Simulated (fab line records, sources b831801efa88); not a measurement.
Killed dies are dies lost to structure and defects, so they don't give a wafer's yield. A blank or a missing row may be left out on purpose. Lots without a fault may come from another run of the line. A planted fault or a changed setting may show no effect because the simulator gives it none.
Chamber matching | flow gf180mcu | GF_V5_CMP_04 on cmp-01: 3 sister chambers
The step polishes SiO2. 14 wafers are shown with their chamber, then 6 later ones without.

WAFERS WITH THEIR CHAMBER
wafer  | chamber | motor_current_A (A)
L665.3 | 2       | 12.9
L665.4 | 3       | 11.6
L665.5 | 0       | 11.6
L669.3 | 3       | 11.2
L669.4 | 0       | 11.7
L669.6 | 3       | 10.4
L671.1 | 3       | 10.8
L671.2 | 2       | 14.1
L671.3 | 0       | 12.3
L675.4 | 0       | 12.5
L675.5 | 3       | 11.2
L675.6 | 0       | 12.7
L678.4 | 0       | 12.1
L678.5 | 3       | 10.4

SIGNATURES (means of the wafers above)
reading         | chamber 0 | chamber 2 | chamber 3 | scatter within a chamber
motor_current_A | 12.150    | 13.500    | 10.933    | 0.509
Rule: a wafer's distance from a chamber is the root of the sum, over the readings, of the square of ((its reading less the chamber's mean) divided by the reading's scatter). The wafer belongs to the nearest chamber; if the next one is less than 2 further off, it can't be placed. The scatter: the root of (the sum of the squares of (reading less its chamber's mean) over the shown wafers, divided by (wafers less chambers)).

WAFERS WITHOUT THEIR CHAMBER
wafer  | motor_current_A (A)
L678.6 | 12.5
L685.2 | 13.4
L685.3 | 11.9
L685.6 | 12.5
L686.2 | 11.6
L686.5 | 12.0

WHICH CHAMBER EACH WENT THROUGH
wafer  | from the rows above     | in truth
L678.6 | can't be placed: 0 or 2 | 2
L685.2 | 2                       | 2
L685.3 | can't be placed: 0 or 3 | 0
L685.6 | can't be placed: 0 or 2 | 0
L686.2 | can't be placed: 0 or 3 | 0
L686.5 | can't be placed: 0 or 3 | 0
Placed correctly: 1 of 6. Can't be placed from these rows: 5 (the true chamber is among the candidates in 5). Placed wrongly: 0.
